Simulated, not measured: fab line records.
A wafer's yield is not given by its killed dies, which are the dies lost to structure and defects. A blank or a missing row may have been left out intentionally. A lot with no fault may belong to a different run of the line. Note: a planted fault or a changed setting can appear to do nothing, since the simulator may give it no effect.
A lot that was struck, set against a sound lot / flow sky130 / 16 out of 708 route steps
Sound: these wafers, L789.1, L789.5, L789.6. Struck: wafer L800.6 (left out: L800.3, L800.5 of the same lot, which were not struck); the cause appears at the end.
Each step with rows lists, per side, the tool, then ch with its chambers, then its first start. Under that, the readings that differ: sound wafers / struck wafers / difference of the means / sigmas: that difference in standard deviations of wafers without a fault.
alike: readings with means less than 2 such deviations apart, plus words and numbers identical on both sides. not compared: withheld readings, readings lacking a value on some wafer, bounds such as >300 that could conceal the same value, and numbers that have no deviation in the record and whose values overlap.
A row with sigmas, a row that says differs or no value, or rows on one side alone: a step with any of these is where the two part. Numbers that have no deviation but don't overlap get no sigmas and don't part them. A reading missing from all wafers of one side parts the sides only when that side holds two or more wafers.

first, 2 steps without rows for these wafers: SKY_VT_ADJUST_PCH_PEB_05; SKY_VT_ADJUST_PCH_DEVELOP_06 (develop time 60 s).
SKY_VT_ADJUST_PCH_OVL_MEAS_07:
  sound: overlay-02 at day 12 04:58; struck: overlay-02 at day 15 10:10
  alike: VT_ADJUST_PCH_OVL
next, for these wafers, 1 step has no rows: SKY_VT_ADJUST_PCH_IMPLANT_08.
SKY_VT_ADJUST_PCH_STRIP_09: strips in O2/N2.
  sound on plasma-asher-01 ch 0,1, day 12 05:09; struck on plasma-asher-02 ch 0, day 15 10:23
reading=oes-product-au (a.u.); sound=0.720 0.718 0.719; struck=0.734; difference=+0.015; sigmas=+3
  alike: drypump-motor-current-A, strip-time-to-endpoint-s
  not compared: rf-hours-counter-h
SKY_VT_ADJUST_PCH_TW_MEAS_10:
  sound: film-metro-02 at day 12 05:15; struck: film-metro-04 at day 15 10:28
  alike: VT_ADJUST_PCH_TW
then, 6 steps without rows for these wafers: SKY_SONOS_TUNNEL_DEHYDRATE_00 (time 60 s); SKY_SONOS_TUNNEL_HMDS_01 (prime time 60 s); SKY_SONOS_TUNNEL_COAT_02 (resist thk 1140 nm); SKY_SONOS_TUNNEL_SOFTBAKE_03 (time 60 s); SKY_SONOS_TUNNEL_EXPOSE_04 (exposes mask TUNM, target cd 410 nm); SKY_SONOS_TUNNEL_PEB_05.
SKY_SONOS_TUNNEL_DEVELOP_06: develop time 60 s.
  sound on litho-track-03 ch 0, day 13 03:58; struck on litho-track-01 ch 0, day 16 13:56
  alike: chill-plate-temp-C, developer-temp-C, exhaust-pa
SKY_SONOS_TUNNEL_CD_MEAS_07: the cd target is 410 nm.
  sound: cd-sem-01 at day 13 04:07; struck: cd-sem-01 at day 16 14:05
reading=cd-nm (nm); sound=407.2 406.7 406.4; struck=286.5; difference=-120.3; sigmas=-50
SKY_SONOS_TUNNEL_OVL_MEAS_08:
  sound: overlay-01 at day 13 04:14; struck: overlay-02 at day 16 14:10
  alike: SONOS_TUNNEL_OVL
-- here the record skips 33 days between the struck wafers' starts before and after, leaving off in module SONOS_TUNNEL and picking up in module PAD_OPEN (first step shown: number 708 of the route) --
SKY_PAD_OPEN_PROBE_99:
  sound: prober-01 at day 47 10:31; struck: prober-02 at day 49 19:22
reading=model.etest.sonos-programmed.off-log10-a-um; sound=-13.93 -13.93 -13.9; struck=-13.94; difference=-0.02; sigmas=
reading=model.etest.sonos-uncharged.vt-v (V); sound=-0.4268 -0.4645 -0.4152; struck=-0.5303; difference=-0.0948; sigmas=
  alike: killed_at_M0_to_M3, killed_at_M4_up, killed-at-contacts, killed-at-front-end, killed-at-other, killed-dies, killed-on-rim, killed-open, killed-short

## WHERE THEY PART
Earliest at SKY_VT_ADJUST_PCH_STRIP_09; latest, in this record, at SKY_SONOS_TUNNEL_CD_MEAS_07. Later steps at which nothing parts them and some readings are alike: SKY_SONOS_TUNNEL_OVL_MEAS_08, SKY_PAD_OPEN_PROBE_99.

WHY: whatever the simulator had introduced
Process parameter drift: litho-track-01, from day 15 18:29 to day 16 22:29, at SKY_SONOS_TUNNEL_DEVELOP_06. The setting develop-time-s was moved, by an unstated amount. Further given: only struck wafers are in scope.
